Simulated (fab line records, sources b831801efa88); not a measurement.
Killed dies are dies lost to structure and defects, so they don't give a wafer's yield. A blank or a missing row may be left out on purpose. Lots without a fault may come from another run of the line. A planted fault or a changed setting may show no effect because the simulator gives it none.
fab line records | flow sky130
record lots=12 wafers=36 last_day=50
route steps=708 shown VIA1@460 METAL2@501 VIA2@520 PAD_OPEN@708
lots that met no fault: from a run of the same line without faults
start_h: hours from the record's first day to the start of the lot's first wafer shown | wait_h: hours since the lot's step before | " the same as in the row above | L1.1+2: a row that stands for several wafers | - no value, or no start given | * or withheld: withheld | < > ~ a bound
route shown NAME@n: a module of which the file shows steps, and the number in the route of the first | usual: mean/standard deviation of fault-free wafers | same: alike in all rows | chamber/n: place in a boat | sites: the reading at each site | _std_site: their standard deviation | _edge_site: outer sites' mean less inner sites' | radius_mm: how far each site lies from the wafer's centre | mask NAME#n: copy n | behind: the tool/chamber that last shaped the wafer | hold: why the lot was held/for how many hours/how that ended | device: the transistor (n, p or np) that didn't switch | end of line: the same wafers' tests at the end of the route | a step without rows: its recipe alone | killed: dies lost to structure and defects at the first sort, not the wafer's yield | map: a wafer's dies, x killed, . not, _ none there
set.NAME: the setting as run; set.NAME@STEP: as run at that earlier step | model.NAME: the simulator's own value behind a step, which no gauge read
steps of the route over a sample of lots; a table a step, a row a wafer
services: from which hour (start_h, from the record's first day; less than 0 if before it) a tool's chamber was out of use, for how many hours, and why
## steps
# step SKY_VIA1_CMP_02
# recipe material=SiO2 down_force_psi=4 platen_rpm=60 pad_velocity_m_s=0.94248
# usual motor_current_A=11.6/1.2
# columns lot.wafer tool chamber start_h wait_h motor_current_A
L517.4 cmp-02 0 766.12 0.2 12.9
L517.5 " 1 " " 11.8
L517.6 " 2 " " 9.3
L518.3 cmp-02 3 777.89 0.1 10.4
L518.2 " 0 " " 12.6
L518.1 " 1 " " 11.3
L521.4 cmp-02 0 802.27 0.1 12.0
L521.5 " 3 " " 11.0
L521.6 " 0 " " 12.5
L525.4 cmp-02 0 837.17 0.0 12.1
L525.3 " 2 " " 9.3
L525.6 " 0 " " 12.3
L527.3 cmp-01 2 857.54 0.0 13.1
L527.4 " 0 " " 11.6
L527.2 " 1 " " 12.8
L530.4 cmp-01 3 874.98 0.2 12.3
L530.3 " 0 " " 11.5
L530.2 " 1 " " 12.9
L533.2 cmp-01 3 881.51 0.0 12.3
L533.1 " 1 " " 12.5
L533.6 " 0 " " 11.1
L534.2 cmp-02 3 895.59 0.1 10.7
L534.4 " 0 " " 12.4
L534.5 " 3 " " 10.5
L535.1 cmp-02 1 900.96 0.1 12.5
L535.4 " 2 " " 9.7
L535.2 " 3 " " 10.6
L537.3 cmp-02 0 912.04 0.0 11.9
L537.4 " 2 " " 9.8
L537.5 " 1 " " 12.0
L539.3 cmp-02 2 941.99 0.1 9.5
L539.1 " 0 " " 12.3
L539.5 " 1 " " 13.4
L540.1 cmp-02 0 946.50 0.1 12.7
L540.6 " 3 " " 10.6
L540.5 " 0 " " 12.9
# step SKY_VIA1_OVL_MEAS_13
# usual VIA1_OVL=1/4.8
# columns lot.wafer tool chamber start_h wait_h VIA1_OVL[nm]
L517.4 overlay-01 - 793.74 0.1 3
L517.5 " - " " 2
L517.6 " - " " -2
L518.1 overlay-02 - 805.37 0.1 7
L518.2 " - " " 8
L518.3 " - " " 11
L521.4 overlay-02 - 828.20 0.1 6
L521.5 " - " " 4
L521.6 " - " " 2
L525.3 overlay-02 - 864.29 0.1 8
L525.4 " - " " -5
L525.6 " - " " -11
L527.2 overlay-01 - 883.18 0.1 3
L527.3 " - " " 8
L527.4 " - " " 6
L530.2 overlay-02 - 901.14 0.1 -1
L530.3 " - " " 2
L530.4 " - " " 1
L533.1 overlay-02 - 907.53 0.1 4
L533.2 " - " " 3
L533.6 " - " " 0
L534.2 overlay-01 - 920.94 0.1 -4
L534.4 " - " " -1
L534.5 " - " " 5
L535.1 overlay-01 - 926.28 0.1 9
L535.2 " - " " 6
L535.4 " - " " -2
L537.3 overlay-01 - 936.94 0.1 4
L537.4 " - " " 5
L537.5 " - " " 8
L539.1 overlay-02 - 965.83 0.1 -1
L539.3 " - " " -7
L539.5 " - " " -3
L540.1 overlay-01 - 970.83 0.1 1
L540.5 " - " " 0
L540.6 " - " " 1
# step SKY_METAL2_ETCH_18
# recipe chemistry=N2/H2 target=BARC ion_energy_ev=200 bias_w=100 pressure_mtorr=30 n2_flow_sccm=100 h2_flow_sccm=200 icp_w=500 stop_on=SiO2 time_s=45.9 target_depth_a=600
# usual chamber_pressure_mTorr=30.004/0.029 drypump_motor_current_A=5.7/0.53 oes_product_au=0.854/0.0049 run_length_s=73.9/0.37 throttle_valve_pct=13.225/0.0089
# columns lot.wafer tool chamber start_h wait_h chamber_pressure_mTorr drypump_motor_current_A oes_product_au rf_hours_counter_h run_length_s throttle_valve_pct
L517.4 rie_metal-02 1 822.46 0.0 30.040 6.3 0.852 - 73.4 13.224
L517.5 " 0 " " 30.004 6.5 0.854 - 73.9 13.240
L517.6 " 1 " " 30.046 6.3 0.853 - 73.3 13.233
L518.1 rie_metal-01 1 834.69 0.0 30.010 5.1 0.862 13 74.5 13.216
L518.2 " 0 " " 30.030 5.4 0.853 5 73.7 13.216
L518.3 " 1 " " 29.992 5.1 0.862 - 74.2 13.217
L521.4 rie_metal-01 1 856.51 0.0 29.997 5.1 0.765 - 85.7 13.217
L521.5 " 1 " " 30.000 5.1 0.757 - 85.6 13.219
L521.6 " 0 " " 29.996 5.4 0.752 - 85.4 13.217
L525.3 rie_metal-01 0 891.66 0.0 30.025 5.4 0.757 - 85.3 13.216
L525.4 " 1 " " 29.966 5.1 0.762 - 85.5 13.205
L525.6 " 0 " " 29.982 5.4 0.764 - 85.2 13.211
L527.2 rie_metal-03 0 909.87 0.0 30.011 5.0 0.862 14 74.0 13.222
L527.3 " 0 " " 30.056 5.1 0.846 - 74.3 13.235
L527.4 " 1 " " 29.967 5.7 0.845 - 74.6 13.221
L530.2 rie_metal-02 1 927.70 0.1 30.017 6.3 0.854 - 73.3 13.231
L530.3 " 1 " " 30.022 6.3 0.852 - 73.5 13.229
L530.4 " 1 " " 30.009 6.3 0.854 - 73.4 13.228
L533.1 rie_metal-02 1 933.93 0.1 29.974 6.3 0.861 2 73.5 13.228
L533.2 " 1 " " 30.011 6.3 0.864 - 73.4 13.225
L533.6 " 1 " " 29.984 6.3 0.863 - 73.3 13.221
L534.2 rie_metal-01 0 946.79 0.0 30.013 5.4 0.850 9 73.7 13.229
L534.4 " 1 " " 29.976 5.1 0.839 - 74.3 13.219
L534.5 " 0 " " 30.013 5.4 0.849 - 73.6 13.229
L535.1 rie_metal-01 0 952.39 0.0 30.011 5.4 0.853 9 73.7 13.216
L535.2 " 1 " " 30.019 5.1 0.847 19 74.1 13.223
L535.4 " 1 " " 29.946 5.1 0.856 - 74.5 13.216
L537.3 rie_metal-03 1 962.85 0.1 30.003 5.7 0.855 - 74.1 13.222
L537.4 " 1 " " 29.966 5.7 0.850 - 74.3 13.224
L537.5 " 1 " " 29.965 5.7 0.851 - 74.1 13.216
L539.1 rie_metal-01 0 990.23 0.1 29.975 5.4 0.858 12 73.9 13.215
L539.3 " 0 " " 30.031 5.4 0.853 - 73.6 13.210
L539.5 " 0 " " 29.985 5.4 0.856 - 74.1 13.214
L540.1 rie_metal-01 0 995.58 0.1 29.982 5.4 0.850 13 74.4 13.218
L540.5 " 0 " " 30.027 5.4 0.851 - 74.0 13.224
L540.6 " 0 " " 30.027 5.4 0.857 - 74.1 13.224
# step SKY_VIA2_OVL_MEAS_13
# usual VIA2_OVL=-3/4.8
# columns lot.wafer tool chamber start_h wait_h VIA2_OVL[nm]
L517.4 overlay-02 - 849.54 0.1 -1
L517.5 " - " " 1
L517.6 " - " " -1
L518.1 overlay-01 - 862.48 0.1 1
L518.2 " - " " -6
L518.3 " - " " -6
L521.4 overlay-02 - 883.39 0.1 2
L521.5 " - " " -4
L521.6 " - " " -1
L525.3 overlay-02 - 917.52 0.1 -1
L525.4 " - " " -2
L525.6 " - " " 1
L527.2 overlay-01 - 935.68 0.1 -8
L527.3 " - " " -8
L527.4 " - " " -7
L530.2 overlay-01 - 953.18 0.1 1
L530.3 " - " " 1
L530.4 " - " " 3
L533.1 overlay-01 - 959.53 0.1 -8
L533.2 " - " " -5
L533.6 " - " " -6
L534.2 overlay-01 - 972.14 0.1 -1
L534.4 " - " " -3
L534.5 " - " " 4
L535.1 overlay-02 - 977.63 0.1 -4
L535.2 " - " " -2
L535.4 " - " " 2
L537.3 overlay-02 - 987.89 0.1 -10
L537.4 " - " " -6
L537.5 " - " " -2
L539.1 overlay-02 - 1015.23 0.1 5
L539.3 " - " " 3
L539.5 " - " " 4
L540.1 overlay-02 - 1019.93 0.1 -4
L540.5 " - " " -5
L540.6 " - " " -1
# step SKY_PAD_OPEN_PROBE_99
# usual defect_limited_yield=82.6/1.7 killed_at_M0_to_M3=42/6.4 killed_at_M4_up=3.2/1.9 killed_at_contacts=24/4.8 killed_at_front_end=16/4.4 killed_at_other=0.3/0.55 killed_dies=86/8.6 killed_open=46/6.6 killed_short=39/5.7 sort_bin_3_pad_short=0.8/0.41 sort_bin_5_function=10.3/1.5 sort_bin_6_memory=6.3/1 sort_n_pass=406/8.6 sort_yield_pct=82.6/1.7
# same gross_dies=492 killed_at_back_side=0 sort_bin_4_leakage[%]=0 sort_bin_8_speed[%]=0
# columns lot.wafer tool chamber start_h wait_h defect_limited_yield[%] killed_at_M0_to_M3 killed_at_M4_up killed_at_contacts killed_at_front_end killed_at_other killed_dies killed_open killed_short sort_bin_3_pad_short[%] sort_bin_5_function[%] sort_bin_6_memory[%] sort_n_pass sort_yield_pct[%]
L521.4 prober-01 - 1104.00 0.2 82.9 40 2 28 14 0 84 51 33 0.8 9.8 6.5 408 82.9
L521.5 prober-01 - 1104.05 0.2 81.5 44 3 27 16 1 91 47 44 0.4 11.2 6.9 401 81.5
L521.6 prober-01 - 1104.10 0.2 84.3 43 2 19 13 0 77 37 40 1.0 9.1 5.5 415 84.3
L525.3 prober-02 - 1130.80 0.2 82.9 45 2 21 16 0 84 48 35 0.4 9.3 7.3 408 82.9
L525.4 prober-02 - 1130.85 0.2 83.1 44 3 23 13 0 83 39 43 1.6 7.7 7.5 409 83.1
L525.6 prober-02 - 1130.95 0.2 83.9 41 4 22 12 0 79 41 37 0.6 9.8 5.7 413 83.9
# killed by level:class
L521.4 CONTACT:geometric_particle:open=11 VIA3:geometric_particle:open=10 VIA2:geometric_particle:open=9 FIELD_ISO:geometric_particle:open=6 LOCAL_INTERCONNECT:geometric_particle:short=6 METAL2:geometric_particle:short=6 LI_CONTACT:geometric_particle:open=5 FIELD_ISO:geometric_particle:short=4
L521.5 POLY_GATE:geometric_particle:open=8 LI_CONTACT:geometric_particle:open=8 VIA1:geometric_particle:open=8 CONTACT:geometric_particle:open=7 METAL2:geometric_particle:short=7 VIA2:geometric_particle:open=7 VIA1:geometric_particle:short=6 LOCAL_INTERCONNECT:geometric_particle:short=5
L521.6 METAL2:geometric_particle:short=8 METAL3:geometric_particle:short=8 CONTACT:geometric_particle:open=7 METAL1:geometric_particle:short=7 VIA1:geometric_particle:open=5 VIA3:geometric_particle:open=5 FIELD_ISO:geometric_particle:open=4 LI_CONTACT:geometric_particle:open=4
L525.3 VIA1:geometric_particle:open=10 LI_CONTACT:geometric_particle:open=9 VIA2:geometric_particle:open=7 VIA1:geometric_particle:short=6 CONTACT:geometric_particle:open=6 FIELD_ISO:geometric_particle:short=5 FIELD_ISO:geometric_particle:open=5 METAL1:geometric_particle:short=5
L525.4 VIA1:geometric_particle:short=10 VIA2:geometric_particle:open=8 VIA1:geometric_particle:open=7 POLY_GATE:geometric_particle:open=6 LI_CONTACT:geometric_particle:open=6 VIA3:geometric_particle:open=6 METAL1:geometric_particle:short=5 LOCAL_INTERCONNECT:geometric_particle:short=5
L525.6 VIA3:geometric_particle:open=9 VIA1:geometric_particle:open=9 CONTACT:geometric_particle:short=6 CONTACT:geometric_particle:open=5 METAL1:geometric_particle:short=5 METAL2:geometric_particle:short=5 METAL3:geometric_particle:short=4 LI_CONTACT:geometric_particle:short=3
## services
# columns tool chamber start_h hours kind
cmp-02 - 744.27 4.0 pm
cmp-01 - 748.09 0.5 repair
cmp-02 - 748.27 - consumable_replace:conditioner
cmp-02 - 748.27 - consumable_replace:pad
rie_metal-03 0 752.81 3.8 repair
rie_metal-01 0 765.88 4.6 repair
rie_metal-03 0 768.88 11.3 repair
cmp-01 - 806.23 4.0 pm
cmp-02 - 814.81 1.1 repair
cmp-02 - 817.89 4.6 pm
cmp-02 - 827.11 2.0 repair
cmp-01 - 827.75 5.2 repair
rie_metal-01 0 873.71 8.3 repair
rie_metal-01 0 892.26 5.2 repair
rie_metal-03 - 901.08 0.5 repair
cmp-01 - 912.00 4.0 pm
rie_metal-03 0 933.68 112.1 repair
cmp-02 - 935.33 0.6 repair
cmp-02 - 965.66 5.7 pm
rie_metal-01 1 983.47 - clean
rie_metal-01 1 983.47 28.0 scheduled_down
rie_metal-01 1 983.47 28.0 vent_cycle
cmp-01 - 990.01 2.4 repair
cmp-02 - 994.07 4.6 repair
## key
first_sign step=SKY_METAL2_ETCH_18 reading=run_length_s direction=up sigmas=31 usual=* struck=*
effect step=SKY_METAL2_ETCH_18 reading=oes_product_au direction=down sigmas=19 usual=0.854 struck=0.760
met_at SKY_METAL2_ETCH_18
struck_lots L521,L525
not_acting_at SKY_VIA1_CMP_02,SKY_VIA1_OVL_MEAS_13,SKY_VIA2_OVL_MEAS_13
onset_between 834.69 856.51
fault kind=process_parameter_drift tool=rie_metal-01 chamber=- onset_h=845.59 steps=SKY_METAL2_ETCH_18 channel=time_s offset=* shape=step end_h=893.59 acts_in=* stated=*
